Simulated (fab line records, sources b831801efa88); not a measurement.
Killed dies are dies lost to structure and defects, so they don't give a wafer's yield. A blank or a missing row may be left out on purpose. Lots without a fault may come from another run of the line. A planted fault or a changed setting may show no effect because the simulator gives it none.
One fault seen from 2 desks | flow sky130 | each desk has only its own numbers; what lay behind them comes last

THE METROLOGY DESK
What the gauges read, lot by lot, whatever tool the lot ran on: means of the sampled wafers that have a number. A lot is out of limits, marked OUT, if its mean lies more than 4 standard deviations from the usual mean; the brackets give that distance.
Columns: A = VT_ADJUST_LVTN_2_TW at SKY_VT_ADJUST_LVTN_TW_MEAS_21, usual 189.2; B = LI_CONTACT_OVL at SKY_LI_CONTACT_OVL_MEAS_13, usual -2 nm
lot  | first seen here | A              | B
L231 | day 7 12:39     | 186.2          | -4
L232 | day 8 00:34     | 189.7          | -8
L234 | day 8 15:28     | 190.9          | 0
L235 | day 8 21:09     | 186.8          | 3
L236 | day 9 05:28     | 189.5          | -3
L237 | day 9 14:19     | 187.3          | -8
L238 | day 9 23:10     | 190.7          | -8
L239 | day 9 23:45     | 190.2          | -1
L240 | day 10 10:10    | 187.6          | 4
L241 | day 10 13:01    | 190.2          | -6
L243 | day 11 08:03    | 192.1          | -1
L247 | day 12 06:10    | 30.4 (-88) OUT | 2
L254 | day 14 03:28    | 189.7          | -3
This desk's finding: out of limits on L247; first on L247, day 12 06:10 (VT_ADJUST_LVTN_2_TW at SKY_VT_ADJUST_LVTN_TW_MEAS_21). In limits: L231, L232, L234, L235, L236, L237, L238, L239, L240, L241, L243, L254.

THE TOOL OWNER'S DESK: plasma_asher-02
The tool's own readings at SKY_VT_ADJUST_LVTN_STRIP_09 (strips in O2/N2): means of the sampled wafers that have a number, for each lot that ran on this tool. A lot is out of limits, marked OUT, if its mean lies more than 4 standard deviations from the usual mean; the brackets give that distance.
Columns: A = drypump_motor_current_A at SKY_VT_ADJUST_LVTN_STRIP_09, usual 6.0 A; B = oes_product_au at SKY_VT_ADJUST_LVTN_STRIP_09, usual 0.722 a.u.; C = strip_time_to_endpoint_s at SKY_VT_ADJUST_LVTN_STRIP_09, usual 36.94 s
lot  | first seen here | A   | B               | C
L231 | day 6 16:48     | 6.0 | 0.723           | 37.04
L232 | day 7 04:20     | 6.0 | 0.720           | 37.14
L235 | day 7 23:23     | 6.0 | 0.722           | 36.96
L236 | day 8 07:39     | 6.3 | 0.724           | 36.97
L241 | day 9 14:34     | 6.3 | 0.719           | 36.82
L247 | day 11 07:41    | 6.0 | 0.931 (+41) OUT | -
This desk's finding: out of limits on L247; first on L247, day 11 07:41 (oes_product_au at SKY_VT_ADJUST_LVTN_STRIP_09). In limits: L231, L232, L235, L236, L241.

PUT TOGETHER
The tool owner's desk could have raised an alarm at day 11 07:41, on L247.
The metrology desk could have raised an alarm at day 12 06:10, on L247.
Of the lots named, all ran SKY_VT_ADJUST_LVTN_STRIP_09 on plasma_asher-02.

WHAT THE SIMULATOR HAD PUT IN
Strip aborted: plasma_asher-02, from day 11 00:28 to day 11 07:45, at SKY_VT_ADJUST_LVTN_STRIP_09. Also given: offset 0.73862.
Lots struck among those shown: L247.
Hours from the fault's start to each desk's first reading out of limits: the tool owner's desk, 7; the metrology desk, 30.
